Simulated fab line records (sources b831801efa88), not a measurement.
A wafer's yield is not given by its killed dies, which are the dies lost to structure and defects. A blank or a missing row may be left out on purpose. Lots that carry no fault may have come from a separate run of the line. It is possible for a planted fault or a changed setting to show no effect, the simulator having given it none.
Code-filled problem report in 8D (eight disciplines) form ; flow sky130 ; the parts of the form that need people (team, actions taken, sign-off) are left out

## 1. PROBLEM STATEMENT
A mean of 88.6 s is read at SKY_POLY_GATE_ETCH_17 for run_length_s, taken on 1 wafer of 1 lot, against 98.8 s (standard deviation 0.45) on wafers free of any fault. That puts it -23 standard deviations away from the usual mean.
The step: etches poly-Si in HBr/Cl2, stops on SiO2, target depth 180 nm, time 70.5 s.
First seen on wafer L670.1, day 19 01:56, on rie_si-02. The record has a number at this step for 39 wafers belonging to 13 lots. The rule behind "out" and "out of limits": a value lying over 4 standard deviations away from the usual mean. All remaining wafers that have a number are taken as sound.

## 2. WHAT THIS IS AND IS NOT
question;is;is not
which readings at this step;run_length_s;drypump_motor_current_A, oes_product_au, throttle_valve_pct
which lots;L670;L664, L665, L666, L669, L671, L674, L680, L681, L683, L684, L685, L686
which wafers of those lots;L670.1;L670.2, L670.5
read on which tools;rie_si-02;rie_si-01
when;from day 19 01:56;"up to then (14 sound wafers); but 24 sound wafers of L671, L674, L680, L681, L683, L684, L685, L686 came after"

## 3. THE SUSPECTS, EACH WITH WHAT RULES IT OUT
Counting: any tool at a process step up to the reading remains a suspect provided it ran every lot that is out. Sound lots after the first of them don't rule it out here, since some wafers of a struck lot are sound.
- plasma_asher-04 at SKY_SONOS_ONO_STRIP_17 (strips in O2/N2): kept. L670, the lot that is out, went through it at day 15 00:44; up to then, the latest sound lot through it was L669 at day 14 18:20.
- rie_si-02 at SKY_POLY_GATE_ETCH_17 (etches poly-Si in HBr/Cl2, stops on SiO2, target depth 180 nm, time 70.5 s): kept. L670, the lot that is out, went through it at day 19 01:56; up to then, the latest sound lot through it was L669 at day 18 19:07. Its own run_length_s readings are out on those wafers.
- Within plasma_asher-04 at SKY_SONOS_ONO_STRIP_17, the wafers that are out were processed in chamber 1 and their sound lot-mates in chamber 0.
- In rie_si-02 at SKY_POLY_GATE_ETCH_17, the wafers that are out were processed in chamber 3 and their sound lot-mates in chambers 1, 2.
Remaining after the count are plasma_asher-04 at SKY_SONOS_ONO_STRIP_17 and rie_si-02 at SKY_POLY_GATE_ETCH_17.

## 4. THE CAUSE (what the simulator had put in)
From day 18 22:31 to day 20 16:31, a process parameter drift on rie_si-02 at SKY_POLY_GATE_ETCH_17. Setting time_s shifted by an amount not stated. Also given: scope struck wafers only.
Counting leaves 2 suspects; this tool is one of them.

## 5. SEQUENCE OF EFFECTS, ordered by route
Each row: a reading whose mean over the struck wafers that have a number lies more than 3 standard deviations from the usual. Readings are gone through only where the record gives a usual standard deviation; hours: the median, over the lots, of the time from a lot's start at the first step in this table giving one to that lot's start at this step; sigmas: the change measured in usual standard deviations.
hours;step;reading;usual;on struck wafers;change;sigmas
0;SKY_POLY_GATE_ETCH_17;run_length_s;98.8 s;88.6;-10.2;-23
0;SKY_POLY_GATE_STRIP_18;strip_time_to_endpoint_s;3.17 s;3.34;+0.17;+4.4
It contains these process steps:
- SKY_POLY_GATE_ETCH_17: etches poly-Si in HBr/Cl2, stops on SiO2, target depth 180 nm, time 70.5 s.
- SKY_POLY_GATE_STRIP_18: strips in O2/N2.
Readings that are blank on the struck wafers while sound wafers have them: rf_fwd_power_W at SKY_POLY_GATE_ETCH_17.

## 6. HOW IT WOULD HAVE BEEN CAUGHT EARLIER
First out-of-limits reading in this record: day 19 01:56, which is 3 hours after fault onset at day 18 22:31.
